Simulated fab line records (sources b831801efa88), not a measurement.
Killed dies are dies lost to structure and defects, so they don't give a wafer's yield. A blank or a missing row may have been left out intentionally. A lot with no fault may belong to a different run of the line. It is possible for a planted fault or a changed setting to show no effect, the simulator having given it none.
Code-filled problem report in 8D (eight disciplines) form + flow gf180mcu + the parts of the form that need people (team, actions taken, sign-off) are left out

== 1. WHAT WENT WRONG ==
Wafers without a fault read 2.000 Pa, standard deviation 0.0039; chamber-pressure-pa at GF_M3_SPUTTER_00 reads a mean of 2.070 Pa on 6 wafers belonging to 2 lots. Measured from the usual mean, that is +18 standard deviations.
The step: material Ti, target thk 37.5 nm, time 150 s.
First observed at day 21 05:25: wafer L984.1, on pvd-sputter-03. The record holds 39 wafers of 13 lots with a number at this step. By rule, "out" or "out of limits" means more than 4 standard deviations away from the usual mean. The other wafers with a number count as sound.

== 2. WHAT IT IS, WHAT IT ISN'T ==
| question                    | is                     | is not                                                                                                                    |
|-----------------------------|------------------------|---------------------------------------------------------------------------------------------------------------------------|
| which readings at this step | chamber-pressure-pa    | cathode-dc-power-W, throttle-valve-pct                                                                                    |
| which lots                  | L984, L985             | L100, L101, L102, L103, L104, L982, L994, L996, L997, L998, L999                                                          |
| which wafers of those lots  | all that have a number | -                                                                                                                         |
| read on which tools         | pvd-sputter-03         | pvd-sputter-01, pvd-sputter-04                                                                                            |
| when                        | from day 21 05:25      | up to then (3 sound wafers); but 30 sound wafers of L100, L101, L102, L103, L104, L994, L996, L997, L998, L999 came after |

== 3. THE SUSPECTS, EACH WITH WHAT RULES IT OUT ==
Counting: a tool stays on the suspect list if, at a process step up to the reading, it processed all lots that are out and no sound lot following the first of them.
- pvd-sputter-03 at GF_M3_SPUTTER_00 (material Ti, target thk 37.5 nm, time 150 s): ruled out as a lasting fault. After its first lot that is out, L984 (day 21 05:25), sound lots L996, L997, L101 ran on it.
Left after counting: nothing in the record.

== 4. THE CAUSE (what the simulator had put in) ==
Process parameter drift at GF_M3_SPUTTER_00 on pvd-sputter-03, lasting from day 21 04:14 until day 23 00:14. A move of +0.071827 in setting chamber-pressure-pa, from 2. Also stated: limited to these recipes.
Counting ruled it out, wrongly.

== 5. THE EFFECT CHAIN, in route order ==
Rows list readings where the struck wafers' mean (over those with a number) sits beyond 3 standard deviations from the usual. Scope: only readings with a usual standard deviation given in the record; hours: median across lots of the time from each lot's start at the first step in this table that gives one to its start at this step; sigmas: change in usual standard deviations.
| hours | step             | reading             | usual    | on struck wafers | change | sigmas |
|-------|------------------|---------------------|----------|------------------|--------|--------|
| 0     | GF_M3_SPUTTER_00 | chamber-pressure-pa | 2.000 Pa | 2.070            | +0.070 | +18    |
The process steps in it:
- GF_M3_SPUTTER_00: material Ti, target thk 37.5 nm, time 150 s.

== 6. HOW IT WOULD HAVE BEEN CAUGHT EARLIER ==
In this record the first reading out of limits was taken at day 21 05:25, 1 hour after the fault began at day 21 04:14.
